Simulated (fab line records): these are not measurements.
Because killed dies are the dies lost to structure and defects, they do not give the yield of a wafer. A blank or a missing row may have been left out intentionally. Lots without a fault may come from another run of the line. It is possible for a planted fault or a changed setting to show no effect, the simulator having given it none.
fab line records + flow sky130
record:
- lots: 5
- wafers: 15
- last-day: 50
route steps=708 shown VT_ADJUST_HVTR@135 VT_ADJUST_PCH@143 SONOS_TUNNEL@154 PAD_OPEN@708
lots that met no fault: taken from a fault-free run of the same line
start-h: hours from the record's first day to the start of the lot's first wafer shown + wait-h: hours since the lot's step before + " identical to the entry in the row above + L1.1+2: one row covering several wafers at once + - either no value or no given start + * or withheld: withheld + < > ~ a bound
route shown NAME@n: a module of which the file shows steps, and the number in the route of the first + usual: mean and standard deviation over wafers with no fault + same: alike in all rows + chamber/n: place in a boat + sites: each site's reading + _std_site: the standard deviation of these + _edge_site: the outer-site mean with the inner-site mean subtracted + radius-mm: how far each site lies from the wafer's centre + mask NAME#n: copy n + behind: the tool/chamber that last shaped the wafer + hold: why the lot was held/for how many hours/how that ended + device: names the non-switching transistor (n, p or np) + end of line: the tests these same wafers got at the end of their route + for a step that has no rows: nothing shown but its recipe + killed: at the first sort, the dies lost to defects and structure; wafer yield is something else + map: per-die view of a wafer (x killed, . not killed, _ where there is no die)
set.NAME: the setting that was run; set.NAME@STEP: the one run at that earlier step + model.NAME: the simulator's own value behind a step, which no gauge read
a table for each step, a row for each wafer; lots at some steps of the route
services: the hour from which a tool's chamber was out of use, counted from the record's first day as start-h (under 0 if before that day), plus the number of hours and why
== steps ==
step: SKY_VT_ADJUST_HVTR_EXPOSE_04
recipe:
- mask-id: HVTRM
- target-cd-nm: 380
- na: 0.6
- source-shape: conventional
- sigma-outer: 0.6
- dose-mj: 150
step: SKY_VT_ADJUST_HVTR_PEB_05
recipe:
- temp-c: withheld
- time-s: *
- resist: NOVOLAK
step: SKY_VT_ADJUST_HVTR_DEVELOP_06
recipe:
- develop-time-s: 60
- dev-temp-c: 23
step: SKY_VT_ADJUST_HVTR_CD_MEAS_07
recipe:
- target-cd-nm: 380
usual:
- cd-nm: 380.1/2.1
| lot.wafer | tool      | chamber | start-h | wait-h | cd-nm |
|-----------|-----------|---------|---------|--------|-------|
| L686.2    | cd-sem-02 | -       | 238.86  | 0.1    | 380.8 |
| L686.3    | "         | -       | "       | "      | 379.9 |
| L686.5    | "         | -       | "       | "      | 380.2 |
| L694.4    | cd-sem-01 | -       | 298.50  | 0.1    | 381.4 |
| L694.5    | "         | -       | "       | "      | 379.4 |
| L694.6    | "         | -       | "       | "      | 378.7 |
| L702.1    | cd-sem-01 | -       | 361.89  | 0.1    | 382.7 |
| L702.3    | "         | -       | "       | "      | 380.5 |
| L702.6    | "         | -       | "       | "      | 380.0 |
| L703.4    | cd-sem-02 | -       | 367.56  | 0.1    | 380.4 |
| L703.5    | "         | -       | "       | "      | 380.7 |
| L703.6    | "         | -       | "       | "      | 381.8 |
| L704.2    | cd-sem-02 | -       | 373.82  | 0.1    | 379.7 |
| L704.3    | "         | -       | "       | "      | 377.8 |
| L704.6    | "         | -       | "       | "      | 378.7 |
step: SKY_VT_ADJUST_HVTR_OVL_MEAS_08
usual:
- VT_ADJUST_HVTR_OVL: -0.4/1.4
| lot.wafer | tool       | chamber | start-h | wait-h | VT_ADJUST_HVTR_OVL[nm] |
|-----------|------------|---------|---------|--------|------------------------|
| L686.2    | overlay-02 | -       | 238.96  | 0.1    | 1.2                    |
| L686.3    | "          | -       | "       | "      | -2.2                   |
| L686.5    | "          | -       | "       | "      | -1.3                   |
| L694.4    | overlay-02 | -       | 298.58  | 0.1    | 0.5                    |
| L694.5    | "          | -       | "       | "      | 0.3                    |
| L694.6    | "          | -       | "       | "      | -1.7                   |
| L702.1    | overlay-02 | -       | 362.01  | 0.1    | 1.0                    |
| L702.3    | "          | -       | "       | "      | 0.9                    |
| L702.6    | "          | -       | "       | "      | -0.8                   |
| L703.4    | overlay-02 | -       | 367.64  | 0.1    | -2.4                   |
| L703.5    | "          | -       | "       | "      | -1.9                   |
| L703.6    | "          | -       | "       | "      | -2.5                   |
| L704.2    | overlay-02 | -       | 373.93  | 0.1    | -0.2                   |
| L704.3    | "          | -       | "       | "      | 0.5                    |
| L704.6    | "          | -       | "       | "      | -0.6                   |
step: SKY_VT_ADJUST_HVTR_IMPLANT_09
recipe:
- species: B
- energy-kev: 10
- dose-cm2: 2.1e+12
- tilt-deg: withheld
step: SKY_VT_ADJUST_HVTR_STRIP_10
recipe:
- chemistry: O2/N2
- power-w: 1400
- pressure-mtorr: 1500
- platen-temp-c: withheld
- o2-flow-sccm: 3000
- n2-flow-sccm: 300
- overash-fraction: 0.5
usual:
- drypump-motor-current-A: 5.5/0.53
- o2-flow-sccm: 3000/10
- oes-product-au: 0.715/0.0046
- strip-time-to-endpoint-s: 14.19/0.036
| lot.wafer | tool            | chamber | start-h | wait-h | drypump-motor-current-A | o2-flow-sccm | oes-product-au | rf-hours-counter-h | strip-time-to-endpoint-s |
|-----------|-----------------|---------|---------|--------|-------------------------|--------------|----------------|--------------------|--------------------------|
| L686.2    | plasma-asher-02 | 0       | 239.14  | 0.1    | 4.9                     | 2981         | 0.712          | 43                 | 14.20                    |
| L686.3    | "               | 1       | "       | "      | 6.1                     | 2979         | 0.707          | -                  | 14.21                    |
| L686.5    | "               | 1       | "       | "      | 6.2                     | 2999         | 0.721          | -                  | 14.22                    |
| L694.4    | plasma-asher-03 | 0       | 298.78  | 0.1    | 5.3                     | 3000         | 0.712          | -                  | 14.15                    |
| L694.5    | "               | 1       | "       | "      | 5.3                     | 2999         | 0.723          | -                  | 14.15                    |
| L694.6    | "               | 0       | "       | "      | 5.3                     | 3002         | 0.721          | -                  | 14.16                    |
| L702.1    | plasma-asher-03 | 1       | 362.19  | 0.1    | 5.3                     | 2997         | 0.718          | 62                 | 14.21                    |
| L702.3    | "               | 0       | "       | "      | 5.3                     | 3002         | 0.718          | -                  | 14.17                    |
| L702.6    | "               | 0       | "       | "      | 5.3                     | 3008         | 0.724          | -                  | 14.14                    |
| L703.4    | plasma-asher-02 | 0       | 367.84  | 0.1    | 4.9                     | 3005         | 0.707          | -                  | 14.15                    |
| L703.5    | "               | 1       | "       | "      | 6.1                     | 2992         | 0.716          | -                  | 14.10                    |
| L703.6    | "               | 0       | "       | "      | 4.9                     | 2990         | 0.715          | -                  | 14.12                    |
| L704.2    | plasma-asher-02 | 1       | 374.11  | 0.1    | 6.2                     | 2994         | 0.713          | 55                 | 14.16                    |
| L704.3    | "               | 1       | "       | "      | 6.2                     | 3002         | 0.715          | -                  | 14.18                    |
| L704.6    | "               | 0       | "       | "      | 4.9                     | 3003         | 0.716          | -                  | 14.15                    |
step: SKY_VT_ADJUST_HVTR_TW_MEAS_11
usual:
- VT_ADJUST_HVTR_TW: 209.6/1.5
| lot.wafer | tool          | chamber | start-h | wait-h | VT_ADJUST_HVTR_TW |
|-----------|---------------|---------|---------|--------|-------------------|
| L686.2    | film-metro-01 | -       | 239.25  | 0.1    | 210.4             |
| L686.3    | "             | -       | "       | "      | 210.0             |
| L686.5    | "             | -       | "       | "      | 211.4             |
| L694.4    | film-metro-04 | -       | 298.87  | 0.1    | 208.6             |
| L694.5    | "             | -       | "       | "      | 208.8             |
| L694.6    | "             | -       | "       | "      | 207.8             |
| L702.1    | film-metro-01 | -       | 362.29  | 0.1    | 209.9             |
| L702.3    | "             | -       | "       | "      | 210.9             |
| L702.6    | "             | -       | "       | "      | 210.7             |
| L703.4    | film-metro-03 | -       | 367.94  | 0.1    | 212.1             |
| L703.5    | "             | -       | "       | "      | 213.0             |
| L703.6    | "             | -       | "       | "      | 212.7             |
| L704.2    | film-metro-03 | -       | 374.22  | 0.1    | 212.9             |
| L704.3    | "             | -       | "       | "      | 212.6             |
| L704.6    | "             | -       | "       | "      | 212.8             |
step: SKY_VT_ADJUST_PCH_DEHYDRATE_00
recipe:
- temp-c: 200
- time-s: 60
step: SKY_VT_ADJUST_PCH_HMDS_01
recipe:
- prime-time-s: 60
- prime-temp-c: 120
step: SKY_VT_ADJUST_PCH_COAT_02
recipe:
- spin-rpm: 2000
- resist-thk-nm: 3000
step: SKY_VT_ADJUST_PCH_SOFTBAKE_03
recipe:
- temp-c: 110
- time-s: withheld
step: SKY_VT_ADJUST_PCH_EXPOSE_04
recipe:
- mask-id: NWM
- na: 0.6
- source-shape: conventional
- sigma-outer: 0.6
- polarization: unpolarized
- target-cd-nm: 840
- dose-mj: 255
| lot.wafer  | tool             | chamber | start-h | wait-h | mask    |
|------------|------------------|---------|---------|--------|---------|
| L686.2+3+5 | iline-stepper-01 | 0       | 250.63  | -      | NWM#0   |
| L694.4+5+6 | iline-stepper-02 | 0       | 312.34  | -      | HVTRM#0 |
| L702.1+3+6 | iline-stepper-02 | 0       | 377.04  | -      | NWM#0   |
| L703.4+5+6 | iline-stepper-01 | 0       | 381.72  | -      | NWM#0   |
| L704.2+3+6 | iline-stepper-02 | 0       | 388.66  | -      | NWM#0   |
step: SKY_VT_ADJUST_PCH_PEB_05
recipe:
- temp-c: 115
- time-s: withheld
step: SKY_VT_ADJUST_PCH_DEVELOP_06
recipe:
- wall-angle-deg: 90
- developer: TMAH
- develop-time-s: 60
- dev-temp-c: 23
step: SKY_VT_ADJUST_PCH_OVL_MEAS_07
usual:
- VT_ADJUST_PCH_OVL: -0.8/1.3
| lot.wafer | tool       | chamber | start-h | wait-h | VT_ADJUST_PCH_OVL[nm] |
|-----------|------------|---------|---------|--------|-----------------------|
| L686.2    | overlay-01 | -       | 262.91  | -      | 1.2                   |
| L686.3    | "          | -       | "       | "      | 1.0                   |
| L686.5    | "          | -       | "       | "      | 1.1                   |
| L694.4    | overlay-01 | -       | 325.35  | -      | -                     |
| L694.5    | "          | -       | "       | "      | -                     |
| L694.6    | "          | -       | "       | "      | -                     |
| L702.1    | overlay-01 | -       | 391.46  | -      | -2.3                  |
| L702.3    | "          | -       | "       | "      | -1.8                  |
| L702.6    | "          | -       | "       | "      | -2.7                  |
| L703.4    | overlay-01 | -       | 395.81  | -      | 0.5                   |
| L703.5    | "          | -       | "       | "      | 1.3                   |
| L703.6    | "          | -       | "       | "      | 1.4                   |
| L704.2    | overlay-01 | -       | 403.14  | -      | 0.1                   |
| L704.3    | "          | -       | "       | "      | -1.5                  |
| L704.6    | "          | -       | "       | "      | -1.7                  |
step: SKY_VT_ADJUST_PCH_IMPLANT_08
recipe:
- species: B
- energy-kev: 10
- dose-cm2: 5e+11
- tilt-deg: withheld
step: SKY_VT_ADJUST_PCH_STRIP_09
recipe:
- chemistry: O2/N2
- power-w: 1400
- pressure-mtorr: 1500
- platen-temp-c: withheld
- o2-flow-sccm: 3000
- n2-flow-sccm: 300
- overash-fraction: 0.5
usual:
- drypump-motor-current-A: 5.7/0.43
- o2-flow-sccm: 3000/9.1
- oes-product-au: 0.723/0.0047
- strip-time-to-endpoint-s: 36.89/0.092
| lot.wafer | tool            | chamber | start-h | wait-h | drypump-motor-current-A | o2-flow-sccm | oes-product-au | rf-hours-counter-h | strip-time-to-endpoint-s |
|-----------|-----------------|---------|---------|--------|-------------------------|--------------|----------------|--------------------|--------------------------|
| L686.2    | plasma-asher-01 | 1       | 263.09  | 0.1    | 5.7                     | 2999         | 0.725          | 58                 | 36.95                    |
| L686.3    | "               | 1       | "       | "      | 5.7                     | 3003         | 0.721          | -                  | 36.83                    |
| L686.5    | "               | 0       | "       | "      | 6.1                     | 3014         | 0.719          | -                  | 36.91                    |
| L694.4    | plasma-asher-01 | 1       | 325.55  | 0.1    | 5.7                     | 2995         | 0.720          | -                  | 36.90                    |
| L694.5    | "               | 0       | "       | "      | 6.1                     | 2988         | 0.727          | -                  | 36.96                    |
| L694.6    | "               | 1       | "       | "      | 5.7                     | 2990         | 0.723          | -                  | 36.82                    |
| L702.1    | plasma-asher-01 | 0       | 391.64  | 0.1    | 6.1                     | 2990         | 0.719          | 71                 | 37.02                    |
| L702.3    | "               | 0       | "       | "      | 6.1                     | 2999         | 0.721          | -                  | 36.98                    |
| L702.6    | "               | 0       | "       | "      | 6.1                     | 3004         | 0.716          | -                  | 36.97                    |
| L703.4    | plasma-asher-04 | 0       | 396.01  | 0.1    | 6.6                     | 2995         | 0.724          | -                  | 36.98                    |
| L703.5    | "               | 0       | "       | "      | 6.6                     | 3011         | 0.717          | -                  | 36.85                    |
| L703.6    | "               | 1       | "       | "      | 5.5                     | 3006         | 0.726          | -                  | 36.99                    |
| L704.2    | plasma-asher-01 | 0       | 403.32  | 0.1    | 6.1                     | 3001         | 0.727          | 72                 | 36.90                    |
| L704.3    | "               | 0       | "       | "      | 6.1                     | 3002         | 0.724          | -                  | 36.92                    |
| L704.6    | "               | 1       | "       | "      | 5.7                     | 3022         | 0.721          | -                  | 36.95                    |
step: SKY_VT_ADJUST_PCH_TW_MEAS_10
usual:
- VT_ADJUST_PCH_TW: 143.2/1.3
| lot.wafer | tool          | chamber | start-h | wait-h | VT_ADJUST_PCH_TW |
|-----------|---------------|---------|---------|--------|------------------|
| L686.2    | film-metro-02 | -       | 263.20  | 0.1    | 145.5            |
| L686.3    | "             | -       | "       | "      | 144.8            |
| L686.5    | "             | -       | "       | "      | 145.2            |
| L694.4    | film-metro-02 | -       | 325.64  | 0.1    | 30.2             |
| L694.5    | "             | -       | "       | "      | 30.3             |
| L694.6    | "             | -       | "       | "      | 30.5             |
| L702.1    | film-metro-03 | -       | 391.74  | 0.1    | 143.5            |
| L702.3    | "             | -       | "       | "      | 143.7            |
| L702.6    | "             | -       | "       | "      | 143.9            |
| L703.4    | film-metro-03 | -       | 396.10  | 0.1    | 143.3            |
| L703.5    | "             | -       | "       | "      | 144.4            |
| L703.6    | "             | -       | "       | "      | 143.5            |
| L704.2    | film-metro-02 | -       | 403.43  | 0.1    | 143.6            |
| L704.3    | "             | -       | "       | "      | 143.9            |
| L704.6    | "             | -       | "       | "      | 143.6            |
step: SKY_SONOS_TUNNEL_DEHYDRATE_00
recipe:
- temp-c: 200
- time-s: 60
step: SKY_PAD_OPEN_PROBE_99
usual:
- killed_at_M0_to_M3: 43/6.7
- killed_at_M4_up: 3.1/1.9
- killed-at-contacts: 25/5
- killed-at-front-end: 15/4
- killed-at-other: 0.4/0.69
- killed-dies: 87/9.2
- killed-on-rim: 17/3.6
- killed-open: 46/7.1
- killed-short: 40/6.8
same:
- gross-dies: 492
- killed-at-back-side: 0
| lot.wafer | tool      | chamber | start-h | wait-h | killed_at_M0_to_M3 | killed_at_M4_up | killed-at-contacts | killed-at-front-end | killed-at-other | killed-dies | killed-on-rim | killed-open | killed-short |
|-----------|-----------|---------|---------|--------|--------------------|-----------------|--------------------|---------------------|-----------------|-------------|---------------|-------------|--------------|
| L686.2    | prober-02 | -       | 1116.17 | 0.1    | 50                 | 2               | 13                 | 23                  | 0               | 88          | 18            | 48          | 40           |
| L686.3    | prober-02 | -       | 1116.22 | 0.2    | 42                 | 0               | 23                 | 16                  | 1               | 82          | 14            | 43          | 39           |
| L686.5    | prober-02 | -       | 1116.32 | 0.2    | 35                 | 3               | 14                 | 19                  | 1               | 72          | 12            | 36          | 36           |
| L694.4    | prober-01 | -       | 1156.09 | 0.2    | 46                 | 2               | 34                 | 410                 | 0               | 492         | 96            | 58          | 36           |
| L694.5    | prober-01 | -       | 1156.14 | 0.2    | 59                 | 3               | 17                 | 413                 | 0               | 492         | 96            | 58          | 33           |
| L694.6    | prober-01 | -       | 1156.19 | 0.2    | 41                 | 4               | 20                 | 427                 | 0               | 492         | 96            | 36          | 44           |
| L702.1    | prober-02 | -       | 1203.11 | 0.1    | 50                 | 4               | 21                 | 18                  | 0               | 93          | 20            | 43          | 49           |
| L702.3    | prober-02 | -       | 1203.21 | 0.2    | 48                 | 0               | 15                 | 17                  | 0               | 80          | 19            | 45          | 35           |
| L702.6    | prober-02 | -       | 1203.36 | 0.2    | 53                 | 4               | 22                 | 19                  | 0               | 98          | 18            | 52          | 46           |
killed by level:class
L686.2 VIA1:geometric-particle:short=12 VIA1:geometric-particle:open=10 FIELD_ISO:geometric-particle:open=8 METAL2:geometric-particle:short=7 VIA2:geometric-particle:open=6 FIELD_ISO:geometric-particle:short=5 LI_CONTACT:geometric-particle:open=5 CONTACT:geometric-particle:open=5
L686.3 CONTACT:geometric-particle:open=8 CONTACT:geometric-particle:short=6 VIA1:geometric-particle:short=6 VIA2:geometric-particle:open=6 POLY_GATE:geometric-particle:short=5 LI_CONTACT:geometric-particle:open=5 METAL1:geometric-particle:short=5 VIA3:geometric-particle:open=5
L686.5 CONTACT:geometric-particle:open=6 POLY_GATE:geometric-particle:open=5 VIA1:geometric-particle:open=5 VIA2:geometric-particle:open=5 METAL3:geometric-particle:short=5 FIELD_ISO:geometric-particle:open=4 LI_CONTACT:geometric-particle:open=4 VIA1:geometric-particle:short=4
L694.4 VT_ADJUST_PCH:area-expose=398 CONTACT:geometric-particle:open=16 VIA1:geometric-particle:open=13 VIA2:geometric-particle:open=7 LI_CONTACT:geometric-particle:open=6 CONTACT:geometric-particle:short=6 METAL2:geometric-particle:short=5 VIA3:geometric-particle:open=5
L694.5 VT_ADJUST_PCH:area-expose=400 VIA1:geometric-particle:open=14 VIA2:geometric-particle:open=10 VIA3:geometric-particle:open=9 METAL2:geometric-particle:short=6 LI_CONTACT:geometric-particle:open=6 CONTACT:geometric-particle:open=6 METAL1:geometric-particle:short=6
L694.6 VT_ADJUST_PCH:area-expose=411 VIA1:geometric-particle:short=7 VIA3:geometric-particle:open=6 LOCAL_INTERCONNECT:geometric-particle:short=6 CONTACT:geometric-particle:open=6 METAL1:geometric-particle:short=6 FIELD_ISO:geometric-particle:open=5 METAL2:geometric-particle:short=5
L702.1 VIA1:geometric-particle:open=10 VIA1:geometric-particle:short=7 METAL2:geometric-particle:short=7 LI_CONTACT:geometric-particle:open=6 CONTACT:geometric-particle:open=6 METAL1:geometric-particle:short=5 VIA3:geometric-particle:open=5 VIA3:geometric-particle:short=5
L702.3 VIA1:geometric-particle:open=14 CONTACT:geometric-particle:open=7 POLY_GATE:geometric-particle:short=6 VIA2:geometric-particle:open=6 METAL2:geometric-particle:short=6 VIA3:geometric-particle:open=5 VIA1:geometric-particle:short=4 FIELD_ISO:geometric-particle:short=3
L702.6 VIA2:geometric-particle:open=12 VIA1:geometric-particle:open=10 FIELD_ISO:geometric-particle:open=7 CONTACT:geometric-particle:open=7 METAL2:geometric-particle:short=7 VIA3:geometric-particle:open=6 LI_CONTACT:geometric-particle:short=5 METAL1:geometric-particle:short=5
map L694.4 (x killed, . not)
__________xxxxxxxxxx_________
________xxxxxxxxxxxxxx_______
______xxxxxxxxxxxxxxxxxx_____
_____xxxxxxxxxxxxxxxxxxxx____
____xxxxxxxxxxxxxxxxxxxxxx___
___xxxxxxxxxxxxxxxxxxxxxxxx__
__xxxxxxxxxxxxxxxxxxxxxxxxxx_
_xxxxxxxxxxxxxxxxxxxxxxxxxxxx
_xxxxxxxxxxxxxxxxxxxxxxxxxxxx
_xxxxxxxxxxxxxxxxxxxxxxxxxxxx
_xxxxxxxxxxxxxxxxxxxxxxxxxxxx
_xxxxxxxxxxxxxxxxxxxxxxxxxxxx
_xxxxxxxxxxxxxxxxxxxxxxxxxxxx
_xxxxxxxxxxxxxxxxxxxxxxxxxxxx
_xxxxxxxxxxxxxxxxxxxxxxxxxxxx
__xxxxxxxxxxxxxxxxxxxxxxxxxx_
___xxxxxxxxxxxxxxxxxxxxxxxx__
____xxxxxxxxxxxxxxxxxxxxxx___
_____xxxxxxxxxxxxxxxxxxxx____
______xxxxxxxxxxxxxxxxxx_____
________xxxxxxxxxxxxxx_______
__________xxxxxxxxxx_________
map L704.6 (x killed, . not)
__________.......x.._________
________......x.....xx_______
______x...x.....x..x...._____
_____.....xx...x....x....____
____.....x.....x...xx.....___
___...x.....x.x.....x.x....__
__..x...x....x.............._
_....x.x.......x...x.........
_..x............x..x.......xx
_........x.......x...x......x
_.......x...x.x..xxx....x....
_.x.x....x......xx..........x
_.x.x...xx..........x........
_...........x...xx....x......
_...x.x.x..x...xx..x..x.x....
__....x..xx..x.............._
___..x........x........x...__
____x..........x..x.x.....___
_____.........x...x.x.x..____
______..x.x..x..x.x....._____
________xx.....x..x..x_______
__________x.x......._________
== services ==
| tool             | chamber | start-h | hours | kind        |
|------------------|---------|---------|-------|-------------|
| iline-stepper-01 | -       | 222.72  | 6.3   | repair      |
| iline-stepper-02 | 0       | 225.52  | -     | calibration |
| plasma-asher-03  | -       | 247.85  | 0.8   | repair      |
| plasma-asher-03  | -       | 271.01  | 0.4   | repair      |
| plasma-asher-02  | -       | 323.51  | 1.4   | repair      |
| plasma-asher-02  | -       | 340.82  | 8.3   | repair      |
| plasma-asher-01  | -       | 349.45  | 1.0   | repair      |
| iline-stepper-02 | -       | 350.24  | 1.7   | pm          |
| plasma-asher-02  | -       | 360.47  | 1.4   | repair      |
| iline-stepper-01 | -       | 385.45  | 1.7   | pm          |
| plasma-asher-01  | -       | 386.79  | 1.9   | repair      |
== key ==
first-sign:
- step: SKY_VT_ADJUST_PCH_EXPOSE_04
- reading: mask
- direction: changed
effect:
- step: SKY_VT_ADJUST_PCH_OVL_MEAS_07
- reading: VT_ADJUST_PCH_OVL
- direction: missing
effect:
- step: SKY_VT_ADJUST_PCH_TW_MEAS_10
- reading: VT_ADJUST_PCH_TW
- direction: down
- sigmas: 88
- usual: 143.2
- struck: 30.3
effect:
- step: SKY_PAD_OPEN_PROBE_99
- reading: killed-at-front-end
- direction: up
- sigmas: 99+
- usual: 15
- struck: 417
more-kills-born-at:
- SKY_VT_ADJUST_PCH_EXPOSE_04@iline-stepper-02: 1209
met-at SKY_VT_ADJUST_PCH_EXPOSE_04
struck-wafers L694.4,L694.5,L694.6
tester-left-out L694
fault:
- kind: wrong-mask
- tool: any
- chamber: -
- onset-h: 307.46
- steps: SKY_VT_ADJUST_PCH_EXPOSE_04
- aux-copy: HVTRM#0
- scope: struck-lots-only
tester-left-out: of these lots the tester's yield and bins aren't shown, on N5 and GAA mostly nor the transistor test; their killed dies are dies lost to structure and defects alone, not to doping, threshold or leakage, so they don't give the yield
